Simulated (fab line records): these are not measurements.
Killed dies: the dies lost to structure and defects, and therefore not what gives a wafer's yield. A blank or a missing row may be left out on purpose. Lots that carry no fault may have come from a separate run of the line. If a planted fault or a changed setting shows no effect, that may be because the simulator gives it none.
Split-lot experiment + flow sky130 + 5 lots, 27 wafers read, on a route of 708 steps

## ABOUT THE SPLIT
At SKY_VIA3_SPUTTER_20 (material TiN, target thk 20 nm, time 80 s), the setting time-s was moved away from the recipe's 80 s on 9 of the 27 wafers read, by -47.6% to +28.6%. All remaining wafers had this setting at the recipe value.

The split's own step is where the reading is taken.

## THE READING
TiN_of_VIA3_SPUTTER_20.thk-nm (the simulator's own value, which no gauge read), in nm, at SKY_VIA3_SPUTTER_20 (material TiN, target thk 20 nm, time 80 s). The file gives no usual value for it. Here, 18 wafers ran the recipe; their average is 19.89 nm with a standard deviation of 0.16 nm.

| wafer  | tool, chamber at the split | time-s as run, s | against the recipe | TiN_of_VIA3_SPUTTER_20.thk-nm, nm | against lot-mates on the recipe |
|--------|----------------------------|------------------|--------------------|-----------------------------------|---------------------------------|
| L077.1 | pvd-sputter-01, -          | 102.9            | +28.6%             | 25.73                             | +6.02                           |
| L077.2 | pvd-sputter-01, -          | 80               | recipe             | 19.78                             | -                               |
| L077.3 | pvd-sputter-01, -          | 80               | recipe             | 19.72                             | -                               |
| L077.4 | pvd-sputter-01, -          | 80               | recipe             | 19.64                             | -                               |
| L077.5 | pvd-sputter-01, -          | 102.9            | +28.6%             | 25.48                             | +5.77                           |
| L077.6 | pvd-sputter-01, -          | 102.9            | +28.6%             | 25.74                             | +6.03                           |
| L078.1 | pvd-sputter-04, -          | 50.26            | -37.2%             | 12.43                             | -7.39                           |
| L078.2 | pvd-sputter-04, -          | 80               | recipe             | 19.93                             | -                               |
| L078.3 | pvd-sputter-04, -          | 80               | recipe             | 19.8                              | -                               |
| L078.4 | pvd-sputter-04, -          | 80               | recipe             | 19.72                             | -                               |
| L078.5 | pvd-sputter-04, -          | 50.26            | -37.2%             | 12.38                             | -7.44                           |
| L078.6 | pvd-sputter-04, -          | 50.26            | -37.2%             | 12.3                              | -7.52                           |
| L079.1 | pvd-sputter-04, -          | 41.94            | -47.6%             | 10.28                             | -9.59                           |
| L079.2 | pvd-sputter-04, -          | 41.94            | -47.6%             | 10.34                             | -9.53                           |
| L079.3 | pvd-sputter-04, -          | 41.94            | -47.6%             | 10.22                             | -9.65                           |
| L079.4 | pvd-sputter-04, -          | 80               | recipe             | 19.94                             | -                               |
| L079.6 | pvd-sputter-04, -          | 80               | recipe             | 19.94                             | -                               |
| L079.5 | pvd-sputter-04, -          | 80               | recipe             | 19.74                             | -                               |
| L080.1 | pvd-sputter-02, -          | 80               | recipe             | 20.24                             | -                               |
| L080.2 | pvd-sputter-02, -          | 80               | recipe             | 19.8                              | -                               |
| L080.3 | pvd-sputter-02, -          | 80               | recipe             | 19.88                             | -                               |
| L080.4 | pvd-sputter-02, -          | 80               | recipe             | 19.84                             | -                               |
| L080.5 | pvd-sputter-02, -          | 80               | recipe             | 19.86                             | -                               |
| L080.6 | pvd-sputter-02, -          | 80               | recipe             | 20.27                             | -                               |
| L084.1 | pvd-sputter-01, -          | 80               | recipe             | 19.97                             | -                               |
| L084.4 | pvd-sputter-01, -          | 80               | recipe             | 19.91                             | -                               |
| L084.5 | pvd-sputter-01, -          | 80               | recipe             | 19.99                             | -                               |

THE FIT
A straight line over all 27 wafers: TiN_of_VIA3_SPUTTER_20.thk-nm changes by +0.202 nm for each +1% of time-s; r = +1.00; the points scatter about the line by 0.14 nm.
The same after taking each lot's own level away (the mean of its wafers on the recipe; 27 wafers): +0.203 nm for each +1%; r = +1.00; scatter 0.13 nm.
On that fit, the largest move of time-s shifts the reading by 9.6 nm.
The span of the lots' own levels, 19.713 to 19.982 nm, comes to 1.7 times the standard deviation stated above.
So the lot-to-lot level changes the slope little: the two slopes agree.
Check: -9.62 nm against its lot-mates is what the line predicts for one of the wafers moved furthest among these (-47.6%) when that wafer is left out of the fit. It came out at -9.59 nm against them.

## ADDITIONAL SPLITS CARRIED BY THESE WAFERS
Before the reading, these wafers also passed through other splits. Each is held against what the fit with the lots' levels taken away leaves over:
| other split on the same wafers           | wafers away from the commonest value | r with TiN_of_VIA3_SPUTTER_20.thk-nm (lot level and that fit taken away) |
|------------------------------------------|--------------------------------------|--------------------------------------------------------------------------|
| SKY_FIELD_ISO_ETCH_17 time-s             | 6                                    | -0.12                                                                    |
| SKY_SONOS_ONO_DEVELOP_12 develop-time-s  | 9                                    | +0.43                                                                    |
| SKY_LI_CONTACT_DEVELOP_11 develop-time-s | 12                                   | +0.06                                                                    |
| SKY_LOCAL_INTERCONNECT_ETCH_13 time-s    | 9                                    | +0.40                                                                    |
| SKY_METAL1_DEVELOP_14 develop-time-s     | 9                                    | -0.05                                                                    |
| SKY_VIA2_HDPCVD_00 time-s                | 6                                    | -0.12                                                                    |
| SKY_METAL3_SPUTTER_04 time-s             | 9                                    | +0.32                                                                    |

## FILE'S OWN FIT
TiN_of_VIA3_SPUTTER_20.thk-nm changes by +0.202 nm for each +1% of time-s, r = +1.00.
